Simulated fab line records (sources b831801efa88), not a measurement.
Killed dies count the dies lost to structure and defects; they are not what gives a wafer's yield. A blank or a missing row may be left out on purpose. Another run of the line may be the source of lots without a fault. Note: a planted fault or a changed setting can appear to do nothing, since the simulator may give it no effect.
Problem report, 8D (eight disciplines) form, completed by code ; flow sky130 ; the parts of the form that need people (team, actions taken, sign-off) are left out

== 1. PROBLEM STATEMENT ==
Across 6 wafers from 2 lots, LDD_P_TW at SKY_LDD_P_TW_MEAS_11 averages 384, while fault-free wafers read 634 with a standard deviation of 3.2. That is -78 standard deviations from the usual mean.
First observed at day 25 04:09: wafer L348.2, on filmMetro-02. Wafers with a number at this step in the record: 39, from 13 lots. By rule, "out" or "out of limits" means more than 4 standard deviations away from the usual mean. The other wafers with a number count as sound.

== 2. WHAT THIS IS AND IS NOT ==
question;is;is not
which readings at this step;LDD_P_TW;-
which lots;L348, L352;L335, L336, L337, L338, L339, L341, L343, L347, L353, L354, L357
which wafers of those lots;all that have a number;-
read on which gauges;filmMetro-02;filmMetro-01, filmMetro-04
when;from day 25 04:09;"up to then (24 sound wafers); but 9 sound wafers of L353, L354, L357 came after"

== 3. WHAT RULES OUT EACH SUSPECT ==
Counting: a tool at a process step up to the reading stays a suspect if it ran every lot that is out and no sound lot after the first of them.
- the gauge at SKY_LDD_P_TW_MEAS_11 has been ruled out. All the wafers that are out were read on filmMetro-02, but those of them that SKY_LDD_P_IMPLANT_09 has rows for are out there too, on other tools.
- implanter-01 at SKY_LDD_P_IMPLANT_09: kept. It ran every lot that is out, first L348 (day 25 03:55), and no sound lot after that; its last sound lot up to then is L347 (day 24 15:34). Its own doseIonsCm2, faradayCurrentUA readings are out on those wafers.
After counting, what remains is implanter-01 at SKY_LDD_P_IMPLANT_09.

== 4. THE CAUSE (what the simulator had put in) ==
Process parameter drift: implanter-01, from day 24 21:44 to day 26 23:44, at SKY_LDD_P_IMPLANT_09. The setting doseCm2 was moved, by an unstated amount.
This tool alone remained once counting was done.

== 5. SEQUENCE OF EFFECTS, ordered by route ==
Each row: a reading where the mean over the struck wafers with a number is more than 3 standard deviations away from the usual. Readings are gone through only where the record gives a usual standard deviation; hours: the median, over the lots, of the time from a lot's start at the first step in this table giving one to that lot's start at this step; sigmas: the change measured in usual standard deviations.
hours;step;reading;usual;on struck wafers;change;sigmas
0;SKY_LDD_P_IMPLANT_09;doseIonsCm2;9.998e+12;1.928e+12;-8.070e+12;-99 or more
0;SKY_LDD_P_IMPLANT_09;faradayCurrentUA;56.4;10.9;-45.5;-41
0;SKY_LDD_P_TW_MEAS_11;LDD_P_TW;634;384;-250;-78
Process steps it contains:
- SKY_LDD_P_IMPLANT_09

== 6. WHAT WOULD HAVE CAUGHT IT SOONER ==
6 hours passed between the start of the fault at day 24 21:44 and the first reading out of limits at a measuring or inspecting step in this record, taken at day 25 04:09.
The tool's own readings at SKY_LDD_P_IMPLANT_09 were out on every struck wafer that the step has a row for (doseIonsCm2, faradayCurrentUA): an alarm limit on them would have fired on the first of those.
L352, from the lots that are out (2), started SKY_LDD_P_IMPLANT_09 on implanter-01 later than day 25 04:09. A tool hold placed at that time would have kept it from harm.
